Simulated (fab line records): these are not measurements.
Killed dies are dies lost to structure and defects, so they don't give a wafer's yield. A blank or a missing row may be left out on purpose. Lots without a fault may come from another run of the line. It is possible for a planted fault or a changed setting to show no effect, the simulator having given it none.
Matching of chambers | flow gf180mcu | hdpcvd-01 running GF_V4_CVD_00: 3 sister chambers
The step deposits SiO2, target thk 600 nm, time 100 s. 6 wafers are shown with their chamber, then 7 later ones without.

EACH WAFER AND ITS CHAMBER
wafer  | chamber | run-length-s (s) | pressure-mtorr (mTorr)
L333.1 | 0       | 128.0            | 5.979
L335.1 | 2       | 127.4            | 5.990
L335.2 | 0       | 128.1            | 6.011
L335.6 | 1       | 127.1            | 5.983
L334.1 | 2       | 128.6            | 5.985
L334.2 | 1       | 126.9            | 6.013

WAFERS WITHOUT THEIR CHAMBER
wafer  | run-length-s (s) | pressure-mtorr (mTorr)
L334.6 | 127.7            | 5.971
L336.1 | 128.1            | 6.003
L336.3 | 127.8            | 5.997
L336.4 | 127.7            | 5.980
L339.1 | 127.5            | 6.004
L339.4 | 127.7            | 6.002
L339.6 | 126.8            | 6.009

EACH ONE'S CHAMBER
wafer  | from the rows above          | in truth
L334.6 | can't be placed: 2 or 0 or 1 | 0
L336.1 | can't be placed: 0 or 2 or 1 | 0
L336.3 | can't be placed: 0 or 2 or 1 | 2
L336.4 | can't be placed: 2 or 0 or 1 | 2
L339.1 | can't be placed: 1 or 0 or 2 | 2
L339.4 | can't be placed: 0 or 2 or 1 | 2
L339.6 | can't be placed: 1 or 0 or 2 | 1
Correctly placed: 0 of 7. Unplaceable from these rows: 7, with the true chamber sitting among the candidates in 7. Wrongly placed: 0.
How it was worked out, from the rows above alone: a wafer's distance from a chamber is the root of the sum, over the readings, of the square of ((its reading less the chamber's mean) divided by the reading's scatter). If the next closest chamber is less than 2 further off than the closest, the wafer can't be placed; otherwise it belongs to the closest. For every chamber, the mean is computed from those of its wafers that are shown. The scatter is the square root of a quotient: the sum, over the shown wafers, of each reading's squared deviation from its chamber's mean, divided by wafers minus chambers.
